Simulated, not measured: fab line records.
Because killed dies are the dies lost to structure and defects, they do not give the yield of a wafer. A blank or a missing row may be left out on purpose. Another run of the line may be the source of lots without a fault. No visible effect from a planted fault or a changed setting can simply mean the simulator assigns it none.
Which tool is to blame? / flow gf180mcu / 24 lots, 72 wafers sampled, at 2 steps of a route of 602

== WHAT THE GAUGES READ, wafer by wafer ==
GF_M4_OVL_MEAS_15. Usual: M4_OVL gives -1 nm (standard deviation 5.3).
lot=L074; measured=day 23 13:37; on=overlay-02; M4_OVL (nm)=2 0 1; flag=
lot=L075; measured=day 23 19:33; on=overlay-02; M4_OVL (nm)=0 3 1; flag=
lot=L076; measured=day 24 12:58; on=overlay-01; M4_OVL (nm)=0 -5 -10; flag=
lot=L077; measured=day 24 19:23; on=overlay-01; M4_OVL (nm)=-3 1 7; flag=
lot=L078; measured=day 25 00:39; on=overlay-02; M4_OVL (nm)=-4 -6 -8; flag=
lot=L079; measured=day 25 06:18; on=overlay-02; M4_OVL (nm)=4 3 8; flag=
lot=L080; measured=day 25 20:57; on=overlay-01; M4_OVL (nm)=1 1 0; flag=
lot=L081; measured=day 26 00:09; on=overlay-02; M4_OVL (nm)=-9 1 -4; flag=
lot=L082; measured=day 26 14:19; on=overlay-01; M4_OVL (nm)=-1 -9 -1; flag=
lot=L083; measured=day 26 18:38; on=overlay-02; M4_OVL (nm)=11 9 10; flag=
lot=L084; measured=day 27 00:39; on=overlay-01; M4_OVL (nm)=-8 -16 -8; flag=
lot=L085; measured=day 27 11:39; on=overlay-01; M4_OVL (nm)=5 2 6; flag=
lot=L086; measured=day 27 18:13; on=overlay-02; M4_OVL (nm)=3 6 5; flag=
lot=L087; measured=day 27 23:58; on=overlay-01; M4_OVL (nm)=11 2 1; flag=
lot=L088; measured=day 28 11:39; on=overlay-02; M4_OVL (nm)=-1 -4 -2; flag=
lot=L089; measured=day 28 11:52; on=overlay-01; M4_OVL (nm)=-4 0 -3; flag=
lot=L090; measured=day 28 18:27; on=overlay-01; M4_OVL (nm)=0 4 -6; flag=
lot=L091; measured=day 29 01:01; on=overlay-02; M4_OVL (nm)=-3 -9 -4; flag=
lot=L092; measured=day 29 08:12; on=overlay-02; M4_OVL (nm)=0 3 1; flag=
lot=L093; measured=day 29 16:32; on=overlay-01; M4_OVL (nm)=-8 1 0; flag=
lot=L094; measured=day 29 22:42; on=overlay-01; M4_OVL (nm)=9 5 4; flag=
lot=L095; measured=day 30 09:12; on=overlay-01; M4_OVL (nm)=-4 -8 -1; flag=
lot=L096; measured=day 30 09:52; on=overlay-01; M4_OVL (nm)=-4 6 0; flag=
lot=L097; measured=day 30 14:10; on=overlay-01; M4_OVL (nm)=-4 -2 -4; flag=

== EACH LOT AND THE TOOL THAT RAN IT (in order: tool; ch and the chambers of the sampled wafers; start) ==
lot=L074; GF_M4_SPUTTER_00=pvd sputter-01, day 22 14:49
lot=L075; GF_M4_SPUTTER_00=pvd sputter-04, day 22 20:54
lot=L076; GF_M4_SPUTTER_00=pvd sputter-01, day 23 14:45
lot=L077; GF_M4_SPUTTER_00=pvd sputter-01, day 23 20:38
lot=L078; GF_M4_SPUTTER_00=pvd sputter-01, day 24 02:29
lot=L079; GF_M4_SPUTTER_00=pvd sputter-02, day 24 08:23
lot=L080; GF_M4_SPUTTER_00=pvd sputter-01, day 24 22:59
lot=L081; GF_M4_SPUTTER_00=pvd sputter-02, day 25 02:32
lot=L082; GF_M4_SPUTTER_00=pvd sputter-01, day 25 18:06
lot=L083; GF_M4_SPUTTER_00=pvd sputter-01, day 25 21:14
lot=L084; GF_M4_SPUTTER_00=pvd sputter-04, day 26 03:43
lot=L085; GF_M4_SPUTTER_00=pvd sputter-02, day 26 15:25
lot=L086; GF_M4_SPUTTER_00=pvd sputter-01, day 26 21:33
lot=L087; GF_M4_SPUTTER_00=pvd sputter-01, day 27 03:31
lot=L088; GF_M4_SPUTTER_00=pvd sputter-02, day 27 15:02
lot=L089; GF_M4_SPUTTER_00=pvd sputter-04, day 27 15:26
lot=L090; GF_M4_SPUTTER_00=pvd sputter-04, day 27 22:38
lot=L091; GF_M4_SPUTTER_00=pvd sputter-01, day 28 05:38
lot=L092; GF_M4_SPUTTER_00=pvd sputter-02, day 28 12:38
lot=L093; GF_M4_SPUTTER_00=pvd sputter-02, day 28 21:14
lot=L094; GF_M4_SPUTTER_00=pvd sputter-04, day 29 03:22
lot=L095; GF_M4_SPUTTER_00=pvd sputter-02, day 29 13:37
lot=L096; GF_M4_SPUTTER_00=pvd sputter-01, day 29 14:37
lot=L097; GF_M4_SPUTTER_00=pvd sputter-02, day 29 19:11
- GF_M4_SPUTTER_00: material Ti, target thk 37.5 nm, time 150 s.

== AS READ BY THE TOOLS THEMSELVES (means over the sampled wafers that have a number; for cases with no such wafer, the mark the record gives instead) ==
GF_M4_SPUTTER_00. Usual: throttle valve pct at 29.7 %, with a standard deviation of 1.5.
lot=L074; tool=pvd sputter-01; throttle valve pct (%)=28.2; flag=
lot=L075; tool=pvd sputter-04; throttle valve pct (%)=30.7; flag=
lot=L076; tool=pvd sputter-01; throttle valve pct (%)=29.6; flag=
lot=L077; tool=pvd sputter-01; throttle valve pct (%)=28.7; flag=
lot=L078; tool=pvd sputter-01; throttle valve pct (%)=27.8; flag=
lot=L079; tool=pvd sputter-02; throttle valve pct (%)=30.9; flag=
lot=L080; tool=pvd sputter-01; throttle valve pct (%)=27.5; flag=
lot=L081; tool=pvd sputter-02; throttle valve pct (%)=30.7; flag=
lot=L082; tool=pvd sputter-01; throttle valve pct (%)=28.5; flag=
lot=L083; tool=pvd sputter-01; throttle valve pct (%)=27.9; flag=
lot=L084; tool=pvd sputter-04; throttle valve pct (%)=30.2; flag=
lot=L085; tool=pvd sputter-02; throttle valve pct (%)=30.7; flag=
lot=L086; tool=pvd sputter-01; throttle valve pct (%)=30.0; flag=
lot=L087; tool=pvd sputter-01; throttle valve pct (%)=28.8; flag=
lot=L088; tool=pvd sputter-02; throttle valve pct (%)=30.1; flag=
lot=L089; tool=pvd sputter-04; throttle valve pct (%)=30.2; flag=
lot=L090; tool=pvd sputter-04; throttle valve pct (%)=30.1; flag=
lot=L091; tool=pvd sputter-01; throttle valve pct (%)=29.6; flag=
lot=L092; tool=pvd sputter-02; throttle valve pct (%)=30.7; flag=
lot=L093; tool=pvd sputter-02; throttle valve pct (%)=30.4; flag=
lot=L094; tool=pvd sputter-04; throttle valve pct (%)=30.6; flag=
lot=L095; tool=pvd sputter-02; throttle valve pct (%)=30.8; flag=
lot=L096; tool=pvd sputter-01; throttle valve pct (%)=29.2; flag=
lot=L097; tool=pvd sputter-02; throttle valve pct (%)=30.4; flag=

== THE ANSWER, worked out from the rows above alone ==
Rule: a lot counts as off when the mean over its wafers that have a number is more than 3 standard deviations away from the usual mean. Also off: a lot with no number at a reading for which 4 or more lots have one. All remaining lots with rows at the step are treated as sound. The gauges are gone through in route order, then the tools' own readings, and for those a lot's mean is taken as printed above. The first step at which some lot is off is used, and at that step the reading that is off furthest; a lot without a number counts as furthest.
Across all readings shown, no lot is off: no conclusion can be drawn from this.

== WHAT WAS PUT IN BY THE SIMULATOR ==
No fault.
